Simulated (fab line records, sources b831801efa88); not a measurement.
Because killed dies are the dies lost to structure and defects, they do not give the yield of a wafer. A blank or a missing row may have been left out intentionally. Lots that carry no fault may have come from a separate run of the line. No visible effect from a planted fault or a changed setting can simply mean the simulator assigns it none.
2 desks looking at one fault :: flow sfq_line :: each desk holds nothing but its own numbers, with what lay behind them at the end

THE METROLOGY DESK
What the gauges read for every lot (on any tool): the sampled wafers with a number, averaged. Any lot whose mean is over 4 standard deviations away from the usual mean is out of limits and marked OUT; that distance is given in the brackets.
Columns: A = I6_BOW at SFQ_I6_BOW_MEAS_941, usual 5 um
lot: L116
first seen here: day 58 01:34
A: -19

lot: L117
first seen here: day 58 05:55
A: -3

lot: L118
first seen here: day 58 08:55
A: 2

lot: L121
first seen here: day 58 23:56
A: 24

lot: L123
first seen here: day 59 13:19
A: 16

lot: L124
first seen here: day 59 22:19
A: 12

lot: L125
first seen here: day 60 10:53
A: -2

lot: L126
first seen here: day 60 13:53
A: 34

lot: L127
first seen here: day 60 16:53
A: 13

lot: L130
first seen here: day 66 01:37
A: 7

lot: L134
first seen here: day 73 13:04
A: 11

lot: L137
first seen here: day 73 21:14
A: -2

lot: L138
first seen here: day 74 00:14
A: -9

lot: L139
first seen here: day 74 01:05
A: -12
This desk's finding: nothing out of limits on any of the 14 lots.

FOR THE TOOL OWNER'S DESK: cmp-02
The tool's own readings at SFQ_TRILAYER_I6_CMP_CMP_166 (polishes SiO2): means of the sampled wafers that have a number, for each lot that ran on this tool. Any lot whose mean is over 4 standard deviations away from the usual mean is out of limits and marked OUT; that distance is given in the brackets.
Columns: A = motor_current_A at SFQ_TRILAYER_I6_CMP_CMP_166, usual 10.2 A; B = time_to_endpoint_s at SFQ_TRILAYER_I6_CMP_CMP_166, usual 215 s
lot: L116
first seen here: day 57 23:02
A: 10.0
B: 209

lot: L123
first seen here: day 59 10:19
A: 10.0
B: 222

lot: L124
first seen here: day 59 19:49
A: 9.8
B: 211

lot: L125
first seen here: day 60 08:23
A: 9.6
B: 216

lot: L126
first seen here: day 60 10:53
A: 10.0
B: 279 (+8.2) OUT

lot: L127
first seen here: day 60 14:23
A: 10.5
B: 283 (+8.7) OUT

lot: L137
first seen here: day 73 18:44
A: 10.1
B: 214

lot: L138
first seen here: day 73 21:14
A: 10.1
B: 222
This desk's verdict: out of limits on L126, L127, starting with L126 at day 60 10:53 (time_to_endpoint_s at SFQ_TRILAYER_I6_CMP_CMP_166). L116, L123, L124, L125, L137, L138: within limits.

ALL TOGETHER
The tool owner's desk could have raised an alarm at day 60 10:53, on L126, L127.
Nothing out of limits was seen by the metrology desk.
The metrology desk has L126, L127 on record, within its limits.
SFQ_TRILAYER_I6_CMP_CMP_166 was run on cmp-02 by each of the lots named.

WHAT THE SIMULATOR HAD INSERTED
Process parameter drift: cmp-02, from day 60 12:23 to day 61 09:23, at SFQ_TRILAYER_I6_CMP_CMP_166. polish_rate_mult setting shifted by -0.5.
Shown lots that were struck: L126, L127.
